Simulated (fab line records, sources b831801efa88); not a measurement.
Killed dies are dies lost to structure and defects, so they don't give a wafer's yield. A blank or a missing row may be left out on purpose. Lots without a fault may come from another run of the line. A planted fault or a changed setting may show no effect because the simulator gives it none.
fab line records | flow sky130
record lots=6 wafers=18 last_day=50
route steps=708 shown POLY_GATE@233 LDD_N@237 PAD_OPEN@708
lots that met no fault: from a run of the same line without faults
start_h: hours from the record's first day to the start of the lot's first wafer shown | wait_h: hours since the lot's step before | " the same as in the row above | L1.1+2: a row that stands for several wafers | - no value, or no start given | * or withheld: withheld | < > ~ a bound
route shown NAME@n: a module of which the file shows steps, and the number in the route of the first | usual: mean/standard deviation of fault-free wafers | same: alike in all rows | chamber/n: place in a boat | sites: the reading at each site | _std_site: their standard deviation | _edge_site: outer sites' mean less inner sites' | radius_mm: how far each site lies from the wafer's centre | mask NAME#n: copy n | behind: the tool/chamber that last shaped the wafer | hold: why the lot was held/for how many hours/how that ended | device: the transistor (n, p or np) that didn't switch | end of line: the same wafers' tests at the end of the route | a step without rows: its recipe alone | killed: dies lost to structure and defects at the first sort, not the wafer's yield | map: a wafer's dies, x killed, . not, _ none there
set.NAME: the setting as run; set.NAME@STEP: as run at that earlier step | model.NAME: the simulator's own value behind a step, which no gauge read
lots at some steps of the route; a table a step, a row a wafer
services: from which hour (start_h, from the record's first day; less than 0 if before it) a tool's chamber was out of use, for how many hours, and why
## steps
# step SKY_POLY_GATE_CLEAN_19
# recipe chemistry=SC1/SC2 mix=1:4:20 temp_c=70 time_s=150 dry=n2_spin
# step SKY_POLY_GATE_OXIDATION_20
# recipe temp_c=850 ambient=O2 stabilise_s=600 purge_s=300 target_thk_a=40 ox_time_s=899
# step SKY_POLY_GATE_THK_MEAS_21
# recipe reads=SiO2_of_POLY_GATE_OXIDATION_20
# usual POLY_GATE_OXIDATION_THK=3.98/0.091
# columns lot.wafer tool chamber start_h wait_h POLY_GATE_OXIDATION_THK[nm]
L625.2 film_metro-03 - 394.57 0.0 4.15
L625.3 " - " " 4.12
L625.4 " - " " 4.08
L624.1 film_metro-03 - 397.88 0.0 4.12
L624.5 " - " " 4.14
L624.6 " - " " 4.13
L638.1 film_metro-02 - 500.27 0.0 3.92
L638.2 " - " " 4.07
L638.3 " - " " 3.96
L640.3 film_metro-02 - 512.33 0.0 3.84
L640.4 " - " " 3.84
L640.6 " - " " 3.76
L643.2 film_metro-03 - 561.21 0.0 3.92
L643.4 " - " " 3.92
L643.6 " - " " 4.08
L647.3 film_metro-04 - 575.31 0.0 3.95
L647.5 " - " " 3.98
L647.6 " - " " 3.91
# step SKY_POLY_GATE_CD_MEAS_22
# usual cd_nm=149/3.3
# columns lot.wafer tool chamber start_h wait_h cd_nm
L625.2 cd_sem-02 - 394.64 0.1 147
L625.3 " - " " 151
L625.4 " - " " 146
L624.1 cd_sem-02 - 397.94 0.1 151
L624.5 " - " " 152
L624.6 " - " " 148
L638.1 cd_sem-01 - 500.33 0.1 147
L638.2 " - " " 149
L638.3 " - " " 147
L640.3 cd_sem-01 - 512.42 0.1 154
L640.4 " - " " 150
L640.6 " - " " 152
L643.2 cd_sem-01 - 561.29 0.1 148
L643.4 " - " " 149
L643.6 " - " " 150
L647.3 cd_sem-02 - 575.41 0.1 146
L647.5 " - " " 148
L647.6 " - " " 146
# step SKY_LDD_N_DEHYDRATE_00
# recipe temp_c=200 time_s=60
# step SKY_LDD_N_HMDS_01
# recipe prime_time_s=60 prime_temp_c=120
# step SKY_LDD_N_COAT_02
# recipe resist=NOVOLAK spin_rpm=3000 resist_thk_nm=300
# step SKY_LDD_N_SOFTBAKE_03
# recipe temp_c=90 time_s=60 resist=NOVOLAK
# step SKY_LDD_N_EXPOSE_04
# recipe mask_id=NTM target_cd_nm=840 na=0.6 source_shape=conventional sigma_outer=0.6 dose_mj=110
# step SKY_LDD_N_PEB_05
# recipe temp_c=withheld time_s=* resist=NOVOLAK
# step SKY_LDD_N_DEVELOP_06
# recipe develop_time_s=60 dev_temp_c=23
# step SKY_LDD_N_OVL_MEAS_07
# usual LDD_N_OVL=0.2/1.3
# columns lot.wafer tool chamber start_h wait_h LDD_N_OVL[nm]
L625.2 overlay-01 - 424.72 0.1 0.1
L625.3 " - " " -0.7
L625.4 " - " " 0.2
L624.1 overlay-01 - 427.66 0.1 1.9
L624.5 " - " " 1.2
L624.6 " - " " 1.4
L638.1 overlay-02 - 531.46 0.1 0.8
L638.2 " - " " -0.3
L638.3 " - " " -0.8
L640.3 overlay-01 - 542.42 0.1 -0.1
L640.4 " - " " 0.5
L640.6 " - " " -0.3
L643.2 overlay-01 - 591.13 0.1 1.7
L643.4 " - " " 0.1
L643.6 " - " " 1.5
L647.3 overlay-01 - 604.77 0.1 3.4
L647.5 " - " " 1.8
L647.6 " - " " 1.5
# step SKY_LDD_N_IMPLANT_08
# recipe species=As energy_kev=20 dose_cm2=7.5e+13 tilt_deg=withheld rotation_deg=23
# usual beam_on_s=10.00/0.17 end_station_pressure_torr=5.36e-06/2.8e-07 faraday_current_uA=423/7.2
# columns lot.wafer tool chamber start_h wait_h beam_on_s end_station_pressure_torr faraday_current_uA
L625.2 implanter-01 0 424.77 0.0 9.95 5.14e-06 424
L625.3 " 0 " " 9.79 5.21e-06 429
L625.4 " 0 " " 9.92 5.47e-06 427
L624.1 implanter-04 0 427.70 0.0 10.14 5.46e-06 416
L624.5 " 0 " " 10.01 5.18e-06 423
L624.6 " 0 " " 10.17 5.5e-06 415
L638.1 implanter-01 0 531.50 0.0 11.99 0.00011029 358
L638.2 " 0 " " 12.48 0.0001066 341
L638.3 " 0 " " 12.49 0.00011308 340
L640.3 implanter-01 0 542.50 0.1 12.43 9.469e-05 342
L640.4 " 0 " " 12.38 9.947e-05 345
L640.6 " 0 " " 12.89 0.00011289 332
L643.2 implanter-04 0 591.18 0.0 9.69 5.64e-06 433
L643.4 " 0 " " 9.87 5.53e-06 429
L643.6 " 0 " " 10.20 6.23e-06 412
L647.3 implanter-02 0 604.85 0.1 10.00 5.84e-06 423
L647.5 " 0 " " 10.22 5.41e-06 414
L647.6 " 0 " " 10.04 5.18e-06 422
# step SKY_LDD_N_IMPLANT_09
# recipe species=As energy_kev=20 dose_cm2=7.5e+13 tilt_deg=withheld rotation_deg=113
# step SKY_LDD_N_IMPLANT_10
# recipe species=As energy_kev=20 dose_cm2=7.5e+13 tilt_deg=withheld rotation_deg=203
# step SKY_LDD_N_IMPLANT_11
# recipe species=As energy_kev=20 dose_cm2=7.5e+13 tilt_deg=withheld rotation_deg=293
# step SKY_LDD_N_IMPLANT_12
# recipe species=BF2 energy_kev=50 dose_cm2=5e+12 tilt_deg=30 rotation_deg=0
# step SKY_LDD_N_IMPLANT_13
# recipe species=BF2 energy_kev=50 dose_cm2=5e+12 tilt_deg=30 rotation_deg=90
# step SKY_LDD_N_IMPLANT_14
# recipe species=BF2 energy_kev=50 dose_cm2=5e+12 tilt_deg=30 rotation_deg=180
# step SKY_LDD_N_IMPLANT_15
# recipe species=BF2 energy_kev=50 dose_cm2=5e+12 tilt_deg=30 rotation_deg=270
# step SKY_LDD_N_STRIP_16
# recipe chemistry=O2/N2 power_w=1400 pressure_mtorr=1500 platen_temp_c=withheld o2_flow_sccm=3000 n2_flow_sccm=300 overash_fraction=0.5
# usual drypump_motor_current_A=5.9/0.49 oes_product_au=0.407/0.0047 strip_time_to_endpoint_s=4.320/0.015
# same overash_fraction=0.5
# columns lot.wafer tool chamber start_h wait_h drypump_motor_current_A oes_product_au rf_hours_counter_h strip_time_to_endpoint_s
L625.2 plasma_asher-04 1 425.95 0.1 6.1 0.414 72 4.337
L625.3 " 0 " " 5.8 0.404 - 4.335
L625.4 " 1 " " 6.1 0.405 - 4.347
L624.1 plasma_asher-04 0 428.90 0.1 5.8 0.400 73 4.325
L624.5 " 1 " " 6.1 0.411 - 4.306
L624.6 " 0 " " 5.7 0.411 - 4.331
L638.1 plasma_asher-04 1 532.70 0.1 6.1 0.402 85 4.366
L638.2 " 0 " " 5.8 0.413 85 4.392
L638.3 " 0 " " 5.7 0.402 - 4.363
L640.3 plasma_asher-04 0 543.68 0.1 5.8 0.401 - 4.370
L640.4 " 1 " " 6.1 0.413 - 4.378
L640.6 " 1 " " 6.1 0.402 - 4.365
L643.2 plasma_asher-02 1 592.36 0.1 5.6 0.404 14 4.323
L643.4 " 1 " " 5.6 0.412 - 4.321
L643.6 " 1 " " 5.6 0.404 - 4.327
L647.3 plasma_asher-02 0 606.03 0.1 4.9 0.413 - 4.345
L647.5 " 1 " " 5.6 0.411 - 4.340
L647.6 " 0 " " 4.9 0.413 - 4.331
# step SKY_LDD_N_TW_MEAS_17
# usual LDD_N_TW=2604/15
# columns lot.wafer tool chamber start_h wait_h LDD_N_TW
L625.2 film_metro-01 - 426.06 0.1 2603
L625.3 " - " " 2601
L625.4 " - " " 2593
L624.1 film_metro-01 - 429.00 0.1 2595
L624.5 " - " " 2575
L624.6 " - " " 2586
L638.1 film_metro-03 - 532.80 0.1 2645
L638.2 " - " " 2635
L638.3 " - " " 2642
L640.3 film_metro-03 - 543.77 0.1 2634
L640.4 " - " " 2632
L640.6 " - " " 2642
L643.2 film_metro-01 - 592.47 0.1 2587
L643.4 " - " " 2612
L643.6 " - " " 2601
L647.3 film_metro-02 - 606.12 0.1 2566
L647.5 " - " " 2573
L647.6 " - " " 2559
# step SKY_PAD_OPEN_PROBE_99
# usual killed_at_M0_to_M3=44/6.9 killed_at_M4_up=3.3/2 killed_at_contacts=25/5.4 killed_at_front_end=16/4.6 killed_at_other=0.2/0.51 killed_dies=88/8.9 killed_open=48/6.8 killed_short=39/5.8
# same gross_dies=492 killed_at_back_side=0
# columns lot.wafer tool chamber start_h wait_h killed_at_M0_to_M3 killed_at_M4_up killed_at_contacts killed_at_front_end killed_at_other killed_dies killed_open killed_short model.etest.tip_n.rs_ohm_sq
L624.1 prober-02 - 1094.71 0.1 43 4 25 9 0 81 49 31 446.9
L624.5 prober-02 - 1094.91 0.2 46 4 21 17 0 88 50 38 445.7
L624.6 prober-02 - 1094.96 0.2 42 7 27 13 0 89 46 42 443.6
L638.1 prober-02 - 1159.38 0.1 62 6 18 16 0 102 58 44 422.9
L638.2 prober-02 - 1159.43 0.1 49 2 21 15 0 87 50 36 425.2
L638.3 prober-02 - 1159.48 0.2 54 6 15 15 1 91 43 46 425.5
L640.3 prober-02 - 1169.50 0.2 40 6 29 15 0 90 47 43 427.3
L640.4 prober-02 - 1169.55 0.2 41 3 21 9 0 74 38 36 422.6
L640.6 prober-02 - 1169.65 0.2 40 2 17 17 0 76 38 38 423.3
L643.2 prober-01 - 1192.40 0.1 42 0 28 23 1 94 51 42 439.3
L643.4 prober-01 - 1192.50 0.2 43 7 26 16 2 94 49 42 441
L643.6 prober-01 - 1192.60 0.2 43 0 23 14 1 81 39 42 445.6
L647.3 prober-02 - 1201.31 0.2 51 7 36 9 0 103 60 43 446.3
L647.5 prober-02 - 1201.41 0.2 34 3 42 17 0 96 47 48 448.1
L647.6 prober-02 - 1201.46 0.2 37 2 31 7 0 77 54 23 448.7
# killed by level:class
L624.1 VIA1:geometric_particle:open=14 CONTACT:geometric_particle:open=11 METAL2:geometric_particle:short=6 FIELD_ISO:geometric_particle:open=5 VIA1:geometric_particle:short=5 LI_CONTACT:geometric_particle:open=4 LOCAL_INTERCONNECT:geometric_particle:short=4 VIA2:geometric_particle:open=4
L624.5 VIA1:geometric_particle:open=10 METAL1:geometric_particle:short=8 LI_CONTACT:geometric_particle:open=8 VIA3:geometric_particle:open=7 CONTACT:geometric_particle:open=6 FIELD_ISO:geometric_particle:short=5 FIELD_ISO:geometric_particle:open=4 VIA1:geometric_particle:short=4
L624.6 CONTACT:geometric_particle:open=11 VIA1:geometric_particle:open=11 METAL2:geometric_particle:short=9 FIELD_ISO:geometric_particle:open=6 VIA3:geometric_particle:short=5 METAL4:geometric_particle:short=5 POLY_GATE:geometric_particle:short=4 LI_CONTACT:geometric_particle:open=4
L638.1 VIA1:geometric_particle:open=18 VIA3:geometric_particle:open=12 VIA2:geometric_particle:open=8 METAL1:geometric_particle:short=8 VIA3:geometric_particle:short=6 METAL4:geometric_particle:short=5 FIELD_ISO:geometric_particle:open=4 LI_CONTACT:geometric_particle:open=4
L638.2 VIA1:geometric_particle:open=18 VIA3:geometric_particle:open=8 POLY_GATE:geometric_particle:short=7 CONTACT:geometric_particle:open=7 VIA2:geometric_particle:open=6 CONTACT:geometric_particle:short=4 METAL1:geometric_particle:short=4 VIA1:geometric_particle:short=4
L638.3 VIA2:geometric_particle:open=9 VIA3:geometric_particle:open=8 VIA1:geometric_particle:short=7 METAL2:geometric_particle:short=7 VIA1:geometric_particle:open=6 LI_CONTACT:geometric_particle:open=6 METAL4:geometric_particle:short=5 METAL1:geometric_particle:short=5
L640.3 CONTACT:geometric_particle:open=10 CONTACT:geometric_particle:short=7 VIA1:geometric_particle:open=7 VIA2:geometric_particle:open=7 LI_CONTACT:geometric_particle:open=6 VIA1:geometric_particle:short=6 METAL4:geometric_particle:short=6 FIELD_ISO:geometric_particle:open=5
L640.4 VIA2:geometric_particle:open=9 VIA3:geometric_particle:open=8 CONTACT:geometric_particle:open=7 VIA1:geometric_particle:open=5 CONTACT:geometric_particle:short=5 VIA3:geometric_particle:short=5 LI_CONTACT:geometric_particle:open=4 METAL2:geometric_particle:short=4
L640.6 METAL1:geometric_particle:short=7 VIA1:geometric_particle:open=7 FIELD_ISO:geometric_particle:open=6 CONTACT:geometric_particle:open=6 VIA2:geometric_particle:open=6 LOCAL_INTERCONNECT:geometric_particle:short=4 VIA1:geometric_particle:short=4 VIA2:geometric_particle:short=4
L643.2 VIA1:geometric_particle:open=10 CONTACT:geometric_particle:short=8 VIA1:geometric_particle:short=8 CONTACT:geometric_particle:open=7 LI_CONTACT:geometric_particle:open=7 METAL2:geometric_particle:short=6 FIELD_ISO:geometric_particle:open=5 POLY_GATE:geometric_particle:open=5
L643.4 CONTACT:geometric_particle:open=13 VIA3:geometric_particle:short=8 LI_CONTACT:geometric_particle:open=7 VIA1:geometric_particle:open=7 FIELD_ISO:geometric_particle:open=6 METAL1:geometric_particle:short=5 METAL2:geometric_particle:short=5 FIELD_ISO:geometric_particle:short=4
L643.6 VIA1:geometric_particle:open=10 LI_CONTACT:geometric_particle:open=6 METAL2:geometric_particle:short=6 POLY_GATE:geometric_particle:open=5 CONTACT:geometric_particle:short=5 CONTACT:geometric_particle:open=5 METAL1:geometric_particle:short=5 VIA2:geometric_particle:open=5
L647.3 CONTACT:geometric_particle:open=16 VIA1:geometric_particle:open=12 LI_CONTACT:geometric_particle:open=8 VIA2:geometric_particle:open=7 VIA3:geometric_particle:open=7 METAL3:geometric_particle:short=6 METAL4:geometric_particle:short=6 CONTACT:geometric_particle:short=5
L647.5 CONTACT:geometric_particle:open=15 LOCAL_INTERCONNECT:geometric_particle:short=8 LI_CONTACT:geometric_particle:open=7 VIA1:geometric_particle:open=7 POLY_GATE:geometric_particle:short=6 FIELD_ISO:geometric_particle:short=5 LI_CONTACT:geometric_particle:short=5 CONTACT:geometric_particle:short=5
L647.6 CONTACT:geometric_particle:open=12 VIA1:geometric_particle:open=11 VIA3:geometric_particle:open=10 LI_CONTACT:geometric_particle:open=9 VIA2:geometric_particle:open=5 CONTACT:geometric_particle:short=4 METAL3:geometric_particle:short=4 POLY_GATE:geometric_particle:open=3
## services
# columns tool chamber start_h hours kind
implanter-04 - 400.98 2.5 pm
plasma_asher-02 - 421.25 9.0 pm
plasma_asher-02 0 421.25 9.0 vent_cycle
plasma_asher-02 1 421.25 9.0 vent_cycle
plasma_asher-02 0 430.25 - clean
plasma_asher-02 1 430.25 - clean
implanter-01 - 451.33 4.0 repair
plasma_asher-02 - 466.15 2.8 pm
plasma_asher-02 - 484.95 15.1 pm
implanter-04 - 499.26 9.0 pm
implanter-04 - 508.56 4.4 repair
implanter-04 - 511.56 6.4 repair
plasma_asher-02 - 550.25 4.6 repair
implanter-04 - 555.51 0.5 repair
implanter-01 - 588.52 5.1 pm
implanter-02 - 589.38 3.3 repair
plasma_asher-02 - 594.30 1.3 repair
## key
first_sign step=SKY_LDD_N_IMPLANT_08 reading=end_station_pressure_torr direction=up sigmas=99+ usual=5.36e-06 struck=0.00010617
effect step=SKY_LDD_N_IMPLANT_08 reading=beam_on_s direction=up sigmas=14 usual=10.00 struck=12.44
effect step=SKY_LDD_N_STRIP_16 reading=strip_time_to_endpoint_s direction=up sigmas=3.5 usual=* struck=*
effect step=SKY_LDD_N_TW_MEAS_17 reading=LDD_N_TW direction=up sigmas=2.3 usual=2604 struck=2638
model_effect step=SKY_PAD_OPEN_PROBE_99 value=etest.tip_n.rs_ohm_sq without=440.3 struck=424.5
met_at SKY_LDD_N_IMPLANT_08
struck_wafers L638.1,L638.2,L638.3,L640.3,L640.4,L640.6
tester_left_out L638,L640
onset_between 424.77 531.50
fault kind=process_parameter_drift tool=implanter-01 chamber=- onset_h=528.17 steps=SKY_LDD_N_IMPLANT_08 channel=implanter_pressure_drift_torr offset=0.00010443 shape=step end_h=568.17
fault kind=process_parameter_drift tool=implanter-01 chamber=- onset_h=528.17 steps=SKY_LDD_N_IMPLANT_08 channel=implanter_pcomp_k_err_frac offset=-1 shape=step end_h=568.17
# tester_left_out: of these lots the tester's yield and bins aren't shown, on N5 and GAA mostly nor the transistor test; their killed dies are dies lost to structure and defects alone, not to doping, threshold or leakage, so they don't give the yield
